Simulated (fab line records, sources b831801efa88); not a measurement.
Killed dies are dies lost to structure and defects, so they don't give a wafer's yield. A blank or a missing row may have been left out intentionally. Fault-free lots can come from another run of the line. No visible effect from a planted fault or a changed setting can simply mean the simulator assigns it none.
Which tool was responsible? + flow sky130 + 36 wafers from 12 lots sampled at 6 of the route's 708 steps

== WHAT THE GAUGES READ, wafer by wafer ==
SKY_NWELL_TW_MEAS_15.
| lot  | measured     | on            | NWELL_TW       |
|------|--------------|---------------|----------------|
| L905 | day 4 14:23  | film-metro-01 | 1789 1791 1793 |
| L907 | day 5 05:17  | film-metro-01 | 1792 1797 1796 |
| L908 | day 5 10:40  | film-metro-02 | 1789 1784 1783 |
| L909 | day 5 13:05  | film-metro-04 | 1847 1840 1852 |
| L910 | day 5 16:29  | film-metro-02 | 1623 1624 1618 |
| L911 | day 5 23:49  | film-metro-01 | 1617 1641 1638 |
| L914 | day 6 14:31  | film-metro-02 | 1797 1802 1800 |
| L915 | day 7 00:53  | film-metro-01 | 1789 1793 1798 |
| L921 | day 8 15:47  | film-metro-04 | 1831 1834 1829 |
| L922 | day 8 17:58  | film-metro-01 | 1790 1795 1793 |
| L927 | day 9 21:32  | film-metro-01 | 1798 1794 1803 |
| L928 | day 10 08:18 | film-metro-02 | 1796 1786 1797 |

SKY_NWELL_RS_MEAS_29: measurement is done with a four-point probe.
| lot  | measured     | on            | NWELL_RS (ohm/sq) |
|------|--------------|---------------|-------------------|
| L905 | day 5 07:46  | film-metro-01 | 624.4 624.5 624.5 |
| L907 | day 5 23:40  | film-metro-04 | 622.6 621.2 620.2 |
| L908 | day 6 04:37  | film-metro-04 | 623.5 623.3 624.1 |
| L909 | day 6 07:13  | film-metro-02 | 623.9 626.8 625.6 |
| L910 | day 6 10:20  | film-metro-01 | 743.9 744.9 745.5 |
| L911 | day 6 18:57  | film-metro-01 | 744.9 743.4 744.8 |
| L914 | day 7 10:16  | film-metro-02 | 626.7 627.0 626.8 |
| L915 | day 7 20:20  | film-metro-01 | 626.1 625.1 624.6 |
| L921 | day 9 11:41  | film-metro-01 | 624.0 623.2 622.1 |
| L922 | day 9 13:23  | film-metro-04 | 625.0 621.0 623.8 |
| L927 | day 10 20:13 | film-metro-04 | 620.1 620.0 620.3 |
| L928 | day 11 07:08 | film-metro-02 | 625.9 625.9 625.1 |

SKY_CAPM_OVL_MEAS_12.
| lot  | measured     | on         | CAPM_OVL (nm)  |
|------|--------------|------------|----------------|
| L905 | day 37 00:04 | overlay-01 | -0.8 1.6 -0.7  |
| L907 | day 37 22:25 | overlay-02 | -3.1 -2.2 -2.2 |
| L908 | day 38 04:47 | overlay-01 | 0.4 0.2 1.3    |
| L909 | day 38 17:11 | overlay-01 | -0.4 -0.1 1.1  |
| L910 | day 38 16:53 | overlay-01 | -0.7 -2.1 -1.4 |
| L911 | day 39 01:14 | overlay-01 | 0.0 -1.6 -2.1  |
| L914 | day 39 19:10 | overlay-01 | 2.3 1.8 1.1    |
| L915 | day 40 11:34 | overlay-01 | -0.1 -0.6 -0.7 |
| L921 | day 42 07:05 | overlay-02 | -1.3 -1.5 -2.5 |
| L922 | day 42 09:52 | overlay-02 | -0.3 0.3 -0.4  |
| L927 | day 43 12:41 | overlay-01 | 1.7 0.6 0.4    |
| L928 | day 44 03:01 | overlay-02 | -0.1 -0.5 -0.4 |

== WHAT TOOL EACH LOT RAN ON (gives the tool, then ch and the chambers of the sampled wafers, and finally the start) ==
| lot  | SKY_NWELL_IMPLANT_11            | SKY_CONTACT_CMP_04            | SKY_METAL3_SPUTTER_03        |
|------|---------------------------------|-------------------------------|------------------------------|
| L905 | implanter-01 ch 0, day 4 13:50  | cmp-01 ch 1,3, day 29 21:47   | pvd-sputter-03, day 35 21:50 |
| L907 | implanter-04 ch 0, day 5 04:45  | cmp-02 ch 0,3, day 30 23:08   | pvd-sputter-03, day 36 21:46 |
| L908 | implanter-04 ch 0, day 5 10:07  | cmp-02 ch 0,1,3, day 31 06:45 | pvd-sputter-04, day 37 03:29 |
| L909 | implanter-04 ch 0, day 5 12:33  | cmp-01 ch 0,3, day 31 16:54   | pvd-sputter-03, day 37 13:38 |
| L910 | implanter-04 ch 0, day 5 15:56  | cmp-02 ch 1,2,3, day 31 10:46 | pvd-sputter-01, day 37 10:09 |
| L911 | implanter-04 ch 0, day 5 23:17  | cmp-01 ch 1,2,3, day 32 06:43 | pvd-sputter-03, day 38 01:10 |
| L914 | implanter-01 ch 0, day 6 13:58  | cmp-01 ch 0,1,3, day 33 00:57 | pvd-sputter-03, day 38 18:23 |
| L915 | implanter-01 ch 0, day 7 00:20  | cmp-01 ch 0,1,3, day 33 16:33 | pvd-sputter-03, day 39 09:48 |
| L921 | implanter-01 ch 0, day 8 15:14  | cmp-01 ch 1,2,3, day 35 20:11 | pvd-sputter-01, day 41 07:28 |
| L922 | implanter-03 ch 0, day 8 17:25  | cmp-01 ch 1,2,3, day 35 23:24 | pvd-sputter-04, day 41 09:24 |
| L927 | implanter-04 ch 0, day 9 20:59  | cmp-01 ch 1,2,3, day 37 03:20 | pvd-sputter-04, day 42 13:12 |
| L928 | implanter-01 ch 0, day 10 07:45 | cmp-01 ch 0,1, day 37 17:41   | pvd-sputter-04, day 43 03:59 |
- SKY_NWELL_IMPLANT_11
- SKY_CONTACT_CMP_04: polishes SiO2.
- SKY_METAL3_SPUTTER_03: material Ti, target thk 5 nm, time 3.3 s.

== WHAT THE TOOLS THEMSELVES READ (means of the sampled wafers that have a number; where no wafer has one, the mark that the record gives instead) ==
SKY_NWELL_IMPLANT_11.
| lot  | tool         | dose-ions-cm2 | faraday-current-uA |
|------|--------------|---------------|--------------------|
| L905 | implanter-01 | 1.8983e+13    | 109.0              |
| L907 | implanter-04 | 1.9005e+13    | 110.0              |
| L908 | implanter-04 | 1.9010e+13    | 108.2              |
| L909 | implanter-04 | 1.9014e+13    | 107.3              |
| L910 | implanter-04 | 1.3694e+13    | 77.4               |
| L911 | implanter-04 | 1.3714e+13    | 77.3               |
| L914 | implanter-01 | 1.9000e+13    | 107.7              |
| L915 | implanter-01 | 1.9008e+13    | 107.3              |
| L921 | implanter-01 | 1.8984e+13    | 108.5              |
| L922 | implanter-03 | 1.9011e+13    | 105.6              |
| L927 | implanter-04 | 1.8996e+13    | 108.0              |
| L928 | implanter-01 | 1.8973e+13    | 106.2              |

SKY_CONTACT_CMP_04.
| lot  | tool   | motor-current-A (A) | platen-rpm (rpm) | time-to-endpoint-s (s) |
|------|--------|---------------------|------------------|------------------------|
| L905 | cmp-01 | 10.4                | 59.99            | 80                     |
| L907 | cmp-02 | 11.2                | 59.93            | 83                     |
| L908 | cmp-02 | 11.1                | 60.00            | 84                     |
| L909 | cmp-01 | 12.1                | 60.02            | 80                     |
| L910 | cmp-02 | 11.0                | 59.99            | 78                     |
| L911 | cmp-01 | 10.7                | 60.01            | 81                     |
| L914 | cmp-01 | 11.6                | 59.98            | 79                     |
| L915 | cmp-01 | 11.5                | 60.04            | 80                     |
| L921 | cmp-01 | 11.0                | 59.95            | 84                     |
| L922 | cmp-01 | 11.0                | 60.01            | 80                     |
| L927 | cmp-01 | 10.9                | 60.07            | 87                     |
| L928 | cmp-01 | 12.4                | 60.01            | 84                     |

SKY_METAL3_SPUTTER_03.
| lot  | tool           | throttle-valve-pct (%) |
|------|----------------|------------------------|
| L905 | pvd-sputter-03 | 30.6                   |
| L907 | pvd-sputter-03 | 32.0                   |
| L908 | pvd-sputter-04 | 30.3                   |
| L909 | pvd-sputter-03 | 30.4                   |
| L910 | pvd-sputter-01 | 29.8                   |
| L911 | pvd-sputter-03 | 30.0                   |
| L914 | pvd-sputter-03 | 30.0                   |
| L915 | pvd-sputter-03 | 29.2                   |
| L921 | pvd-sputter-01 | 30.3                   |
| L922 | pvd-sputter-04 | 29.7                   |
| L927 | pvd-sputter-04 | 30.3                   |
| L928 | pvd-sputter-04 | 30.2                   |

== THE ANSWER, worked out from the rows above alone ==
Rule: what is usual is taken from the lots themselves. The widest of any qualifying gaps counts: lots, ordered by their means at a reading, are off when they make up no more than a third of the lots, leave a main group of 4 or more, and stand apart from it by 3 or more times the standard deviation of that group's means. A main group whose means are all the same, to the digits that the tables above print for the reading, isn't used. A lot without any number at a reading at which 4 lots or more have one is off too. Any other lot the step has rows for is counted as sound. After the gauges, taken in route order, come the tools' own readings; for these a lot's mean is taken, as printed above. The first step at which some lot is off is used, and at that step the reading that is off furthest; a lot without a number counts as furthest.
Off: L910, L911, at SKY_NWELL_TW_MEAS_15 (NWELL_TW). Mean 1803 and standard deviation 19 in the main group.
A tool fits if, at a process step before that reading, it ran every lot that is off, and no sound lot after the first of them. Not tried: the gauges at SKY_NWELL_TW_MEAS_15; whatever is off there is also off at SKY_NWELL_IMPLANT_11, on other tools, and gauge error can't account for it. None of those tried fits.

== WHAT THE SIMULATOR HAD INSERTED ==
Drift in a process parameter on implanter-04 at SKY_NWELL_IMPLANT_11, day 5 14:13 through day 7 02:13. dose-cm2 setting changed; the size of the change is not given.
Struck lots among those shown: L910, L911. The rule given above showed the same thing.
